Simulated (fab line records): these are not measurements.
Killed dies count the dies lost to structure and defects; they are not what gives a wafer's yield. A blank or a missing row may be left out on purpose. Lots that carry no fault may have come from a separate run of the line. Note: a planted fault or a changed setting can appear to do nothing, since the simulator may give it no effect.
Which tool was responsible?	flow sky130	18 wafers from 6 lots sampled at 2 of the route's 708 steps

## WHAT THE GAUGES READ, wafer by wafer
SKY_NWELL_THK_MEAS_02.
lot	measured	on	NWELL_OXIDATION_THK (nm)
L695	day 2 21:49	film-metro-01	9.78 9.64 9.98
L697	day 3 06:12	film-metro-01	9.92 9.98 10.22
L700	day 4 02:46	film-metro-02	9.50 9.52 9.54
L708	day 5 20:11	film-metro-01	10.82 10.62 10.65 10.74 10.63 10.69
L714	day 6 21:34	film-metro-03	9.79 10.09 9.90
L717	day 7 13:47	film-metro-02	9.84 9.66 10.05

## WHICH TOOL RAN EACH LOT (tool, then ch and the chambers of the sampled wafers, then the start)
lot	SKY_FIELD_ISO_CMP_27
L695	cmp-01 ch 2,3, day 2 19:01
L697	cmp-02 ch 1,2,3, day 3 02:05
L700	cmp-02 ch 0,1,2, day 3 22:41
L708	cmp-02 ch 1,3, day 5 16:22
L714	cmp-01 ch 0,1,2, day 6 18:54
L717	cmp-01 ch 1,2,3, day 7 09:58
- SKY_FIELD_ISO_CMP_27: polishes, stops on Si3N4, t overpolish 16 s, target thk 457.8 nm.

## THE ANSWER, worked out from the rows above alone
Rule: the lots themselves supply what counts as usual. Put in order of their means at a reading, lots are off if they are a third of the lots or fewer, leave a main group of 4 or more, and stand apart from it by a gap of 3 or more times the standard deviation of the main group's means; of several such gaps the widest counts. The tables above print the reading to a certain number of digits; a main group whose means all agree to those digits is not used. Also off: a lot with no number at a reading for which 4 or more lots have one. All remaining lots with rows at the step are treated as sound.
Off: L708, at SKY_NWELL_THK_MEAS_02 (NWELL_OXIDATION_THK). The main group: mean 9.83 nm, standard deviation 0.17.
If a tool, at a process step before that reading, ran all the lots that are off and no sound lot after the first of them, it fits. The gauges at SKY_NWELL_THK_MEAS_02 are tried like those tools. Undecided on this evidence; 2 tools fit (cmp-02 at SKY_FIELD_ISO_CMP_27, film-metro-01 at SKY_NWELL_THK_MEAS_02).

## WHAT HAD BEEN PUT IN BY THE SIMULATOR
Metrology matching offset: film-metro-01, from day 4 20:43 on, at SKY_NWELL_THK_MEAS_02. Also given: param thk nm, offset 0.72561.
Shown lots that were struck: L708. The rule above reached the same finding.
